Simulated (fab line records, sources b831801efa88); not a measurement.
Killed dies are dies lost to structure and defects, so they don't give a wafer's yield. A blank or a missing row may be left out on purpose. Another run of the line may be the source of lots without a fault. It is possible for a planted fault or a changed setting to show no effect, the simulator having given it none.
Comparing a struck lot with a sound one || flow sky130 || 43 out of 708 route steps
Sound: these wafers, L756.4, L756.5, L756.6. Wafers struck: L768.1, L768.4, L768.6. At the end, the cause is stated.
Each step with rows lists, per side, the tool, then ch with its chambers, then its first start. Under that, the readings that differ: sound wafers || struck wafers || difference of the means || sigmas: that difference in standard deviations of wafers without a fault.
alike: words and numbers the same on both sides, and readings whose means are apart by under 2 such deviations; not compared: readings that were withheld, readings missing a value for some wafer, numbers with overlapping values and no deviation given by the record, and bounds like >300 which may hide the same value.
The two part at a step that has a row with sigmas, a row that says differs or no value, or rows on one side only. Numbers that have no deviation but don't overlap get no sigmas and don't part them. A reading that every wafer of one side lacks parts them only if that side has two wafers or more.

SKY_FIELD_ISO_ETCH_14: etches BARC in N2/H2, stops on SiO2, time 45.9 s, target depth 60 nm.
  sound on rie-diel-04 ch 0,1,2, day 3 02:14; struck on rie-diel-03 ch 0,1,2, day 5 18:53
  alike: drypump-motor-current-A, h2-flow-sccm, oes-product-au, throttle-valve-pct
  not compared: rf-hours-counter-h
then, 1 step without rows for these wafers: SKY_FIELD_ISO_ETCH_15 (etches the open film in CHF3/O2, stops on Si, target depth 180 nm, time 72 s).
SKY_FIELD_ISO_STRIP_16: strips in O2/N2.
  sound on plasma-asher-01 ch 0,1, day 3 02:22; struck on plasma-asher-01 ch 0,1, day 5 18:59
  alike: drypump-motor-current-A, oes-product-au, strip-time-to-endpoint-s
  not compared: rf-hours-counter-h
SKY_FIELD_ISO_ETCH_17: etches Si in HBr/Cl2/O2, target depth 342 nm, time 97.7 s.
  sound on rie-si-02 ch 0,2,3, day 3 02:26; struck on rie-si-02 ch 0,1, day 5 19:05
  alike: O2_flow_sccm, drypump-motor-current-A, oes-product-au, throttle-valve-pct
  not compared: rf-hours-counter-h
then, 5 steps without rows for these wafers: SKY_FIELD_ISO_WET_ETCH_18 (etches Si3N4 in H3PO4, target depth 25 nm, time 286 s); SKY_FIELD_ISO_CLEAN_19 (cleans in SC1/SC2, time 150 s); SKY_FIELD_ISO_CLEAN_20 (cleans in dHF, time 20 s); SKY_FIELD_ISO_WET_ETCH_21 (etches SiO2 in dHF, target depth 20 nm, time 400 s); SKY_FIELD_ISO_OXIDATION_22 (stabilise 600 s, purge 300 s, target thk 10 nm).
SKY_FIELD_ISO_THK_MEAS_23:
  struck on film-metro-02, day 5 20:37; sound on film-metro-04, day 3 04:50
  alike: FIELD_ISO_OXIDATION_01_THK
then, 1 step without rows for these wafers: SKY_FIELD_ISO_CVD_24 (deposits SiO2, target thk 595 nm, time 99.2 s).
SKY_FIELD_ISO_THK_MEAS_25:
  struck on film-metro-03, day 5 20:45; sound on film-metro-02, day 3 04:58
  alike: FIELD_ISO_CVD_24_THK
SKY_FIELD_ISO_ANNEAL_26: time 1800 s.
  sound on furnace-01 ch 0, day 3 06:18; struck on furnace-02 ch 0, day 5 20:49
{"reading": "zone-power-top-pct (%)", "sound": "33 33 33", "struck": "41 41 42", "difference": "+8", "sigmas": "+2"}
{"reading": "zone-power-upper-pct (%)", "sound": "20.1 20.0 20.3", "struck": "22.1 22.7 22.4", "difference": "+2.3", "sigmas": "+2"}
  alike: spike-tc-centre-C
SKY_FIELD_ISO_CMP_27: polishes, stops on Si3N4, t overpolish 16 s, target thk 457.8 nm.
  sound on cmp-02 ch 1,2,3, day 3 07:57; struck on cmp-02 ch 0,2,3, day 5 22:19
  alike: motor-current-A, overpolish-run-s, time-to-endpoint-s
then, 5 steps without rows for these wafers: SKY_FIELD_ISO_WET_ETCH_28 (etches SiO2 in dHF, target depth 23.7 nm, time 47 s); SKY_FIELD_ISO_WET_ETCH_29 (etches Si3N4 in H3PO4, target depth 160 nm, time 1825 s); SKY_FIELD_ISO_WET_ETCH_30 (etches SiO2 in dHF, target depth 25 nm, time 50 s); SKY_NWELL_CLEAN_00 (cleans in SC1/SC2, time 150 s); SKY_NWELL_OXIDATION_01 (stabilise 600 s, purge 300 s, target thk 10 nm).
SKY_NWELL_THK_MEAS_02:
  struck on film-metro-01, day 6 01:09; sound on film-metro-02, day 3 12:44
{"reading": "NWELL_OXIDATION_THK (nm)", "sound": "9.87 9.86 9.71", "struck": "10.27 10.33 10.19", "difference": "+0.45", "sigmas": "+2"}
then, 9 steps without rows for these wafers: SKY_DNWELL_DEHYDRATE_00 (time 60 s); SKY_DNWELL_HMDS_01 (prime time 60 s); SKY_DNWELL_COAT_02 (resist thk 3000 nm); SKY_DNWELL_SOFTBAKE_03; SKY_DNWELL_EXPOSE_04 (exposes mask DNM, target cd 3000 nm); SKY_DNWELL_PEB_05; SKY_DNWELL_DEVELOP_06 (develop time 60 s); SKY_DNWELL_IMPLANT_07; SKY_DNWELL_STRIP_08 (strips in O2/N2).
SKY_DNWELL_TW_MEAS_09:
  struck on film-metro-01, day 6 20:14; sound on film-metro-02, day 4 05:56
  alike: DNWELL_TW
then, 7 steps without rows for these wafers: SKY_PWDE_DEHYDRATE_00 (time 60 s); SKY_PWDE_HMDS_01 (prime time 60 s); SKY_PWDE_COAT_02 (resist thk 3000 nm); SKY_PWDE_SOFTBAKE_03; SKY_PWDE_EXPOSE_04 (exposes mask PWDEM, target cd 840 nm); SKY_PWDE_PEB_05; SKY_PWDE_DEVELOP_06 (develop time 60 s).
SKY_PWDE_OVL_MEAS_07:
  struck on overlay-01, day 7 14:23; sound on overlay-01, day 4 23:32
  alike: PWDE_OVL
then, 1 step without rows for these wafers: SKY_PWDE_IMPLANT_08.
SKY_PWDE_STRIP_09: strips in O2/N2.
  sound on plasma-asher-01 ch 0,1, day 4 23:44; struck on plasma-asher-02 ch 0,1, day 7 14:35
  alike: drypump-motor-current-A, oes-product-au, strip-time-to-endpoint-s
  not compared: rf-hours-counter-h
SKY_PWDE_TW_MEAS_10:
  struck on film-metro-01, day 7 14:41; sound on film-metro-02, day 4 23:50
  alike: PWDE_TW
then, 1 step without rows for these wafers: SKY_NWELL_DEHYDRATE_03 (time 60 s).
-- the record jumps here: 42 days lie between the struck wafers' starts before and after (it left off in module NWELL and takes up again in module PAD_OPEN, whose first step shown is number 708 of the route) --
SKY_PAD_OPEN_PROBE_99:
  struck on prober-01, day 49 09:53; sound on prober-01, day 46 21:41
{"reading": "model.etest.diode-nwell-sub.leak-log10-a-cm2", "sound": "-7.645 -7.345 -7.313", "struck": "-6.878 -6.966 -7.203", "difference": "+0.419", "sigmas": ""}
{"reading": "model.etest.diode-dnwell-sub.leak-log10-a-cm2", "sound": "-7.215 -7.354 -7.327", "struck": "-6.786 -6.96 -7.05", "difference": "+0.367", "sigmas": ""}
{"reading": "model.etest.diode-pwell-dnwell.leak-log10-a-cm2", "sound": "-7.449 -7.692 -7.777", "struck": "-6.985 -7.191 -7.167", "difference": "+0.525", "sigmas": ""}
  alike: killed_at_M0_to_M3, killed_at_M4_up, killed-at-contacts, killed-at-front-end, killed-at-other, killed-dies, killed-open, killed-short

## WHERE THEY PART
Last at SKY_NWELL_THK_MEAS_02 as far as this record goes, first at SKY_FIELD_ISO_ANNEAL_26. Later steps at which nothing parts them and some readings are alike: SKY_DNWELL_TW_MEAS_09, SKY_PWDE_OVL_MEAS_07, SKY_PWDE_STRIP_09, SKY_PWDE_TW_MEAS_10, SKY_PAD_OPEN_PROBE_99.

WHY: what had been put in by the simulator
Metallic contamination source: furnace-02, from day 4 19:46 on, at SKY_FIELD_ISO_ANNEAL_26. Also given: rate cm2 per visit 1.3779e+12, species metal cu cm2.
